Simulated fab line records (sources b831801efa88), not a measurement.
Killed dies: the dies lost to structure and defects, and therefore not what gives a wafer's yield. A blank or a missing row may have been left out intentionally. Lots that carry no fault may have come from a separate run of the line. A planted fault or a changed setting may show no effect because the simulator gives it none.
Matching of chambers / flow gf180mcu / rie si-01 running GF_STI_ETCH_14: 4 sister chambers
The step etches Si in HBr/Cl2/O2, target depth 360 nm, time 102.9 s. 14 wafers are shown with their chamber, then 7 later ones without.

== EACH WAFER AND ITS CHAMBER ==
wafer=L588.1; chamber=1; drypump motor current A (A)=6.2; he backside leak sccm (sccm)=2.66; throttle valve pct (%)=25.657
wafer=L588.4; chamber=2; drypump motor current A (A)=5.2; he backside leak sccm (sccm)=2.69; throttle valve pct (%)=25.626
wafer=L588.6; chamber=3; drypump motor current A (A)=5.0; he backside leak sccm (sccm)=2.53; throttle valve pct (%)=25.664
wafer=L595.1; chamber=0; drypump motor current A (A)=6.4; he backside leak sccm (sccm)=2.57; throttle valve pct (%)=25.670
wafer=L595.4; chamber=1; drypump motor current A (A)=6.2; he backside leak sccm (sccm)=2.64; throttle valve pct (%)=25.665
wafer=L595.6; chamber=2; drypump motor current A (A)=5.2; he backside leak sccm (sccm)=2.80; throttle valve pct (%)=25.640
wafer=L596.1; chamber=2; drypump motor current A (A)=5.2; he backside leak sccm (sccm)=2.69; throttle valve pct (%)=25.675
wafer=L596.3; chamber=0; drypump motor current A (A)=6.5; he backside leak sccm (sccm)=2.31; throttle valve pct (%)=25.637
wafer=L596.6; chamber=0; drypump motor current A (A)=6.5; he backside leak sccm (sccm)=2.47; throttle valve pct (%)=25.656
wafer=L601.1; chamber=0; drypump motor current A (A)=6.5; he backside leak sccm (sccm)=2.71; throttle valve pct (%)=25.662
wafer=L601.2; chamber=2; drypump motor current A (A)=5.2; he backside leak sccm (sccm)=2.63; throttle valve pct (%)=25.640
wafer=L601.3; chamber=3; drypump motor current A (A)=5.0; he backside leak sccm (sccm)=2.77; throttle valve pct (%)=25.664
wafer=L604.1; chamber=0; drypump motor current A (A)=6.5; he backside leak sccm (sccm)=2.28; throttle valve pct (%)=25.667
wafer=L604.2; chamber=1; drypump motor current A (A)=6.3; he backside leak sccm (sccm)=2.63; throttle valve pct (%)=25.649

SIGNATURES, as means of the wafers listed above
reading=drypump motor current A; chamber 0=6.480; chamber 1=6.233; chamber 2=5.200; chamber 3=5.000; scatter within a chamber=0.0383
reading=he backside leak sccm; chamber 0=2.4680; chamber 1=2.6433; chamber 2=2.7025; chamber 3=2.6500; scatter within a chamber=0.132
reading=throttle valve pct; chamber 0=25.65840; chamber 1=25.65700; chamber 2=25.64525; chamber 3=25.66400; scatter within a chamber=0.0146
Rule: for each reading, subtract the chamber's mean from the wafer's reading, divide by that reading's scatter and square the result; add these up over the readings and take the root, which gives the wafer's distance from the chamber. If the next closest chamber is less than 2 further off than the closest, the wafer can't be placed; otherwise it belongs to the closest. How the scatter is found: for the shown wafers, subtract from each reading the mean of its chamber, square and add these, divide the total by (wafers less chambers), then take the root.

== WAFERS WHOSE CHAMBER IS MISSING ==
wafer=L604.4; drypump motor current A (A)=5.0; he backside leak sccm (sccm)=2.75; throttle valve pct (%)=25.653
wafer=L605.1; drypump motor current A (A)=5.1; he backside leak sccm (sccm)=2.56; throttle valve pct (%)=25.668
wafer=L605.2; drypump motor current A (A)=6.3; he backside leak sccm (sccm)=2.66; throttle valve pct (%)=25.665
wafer=L605.4; drypump motor current A (A)=5.3; he backside leak sccm (sccm)=2.79; throttle valve pct (%)=25.668
wafer=L606.2; drypump motor current A (A)=5.1; he backside leak sccm (sccm)=2.78; throttle valve pct (%)=25.648
wafer=L606.3; drypump motor current A (A)=6.5; he backside leak sccm (sccm)=2.32; throttle valve pct (%)=25.657
wafer=L606.6; drypump motor current A (A)=5.2; he backside leak sccm (sccm)=2.49; throttle valve pct (%)=25.641

== THE CHAMBER EACH PASSED THROUGH ==
wafer=L604.4; from the rows above=3; in truth=3
wafer=L605.1; from the rows above=can't be placed: 3 or 2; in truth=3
wafer=L605.2; from the rows above=1; in truth=1
wafer=L605.4; from the rows above=2; in truth=2
wafer=L606.2; from the rows above=can't be placed: 2 or 3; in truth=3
wafer=L606.3; from the rows above=0; in truth=0
wafer=L606.6; from the rows above=2; in truth=2
Placed correctly: 5 of 7. Unplaceable from these rows: 2, with the true chamber sitting among the candidates in 2. Placed wrongly: 0.
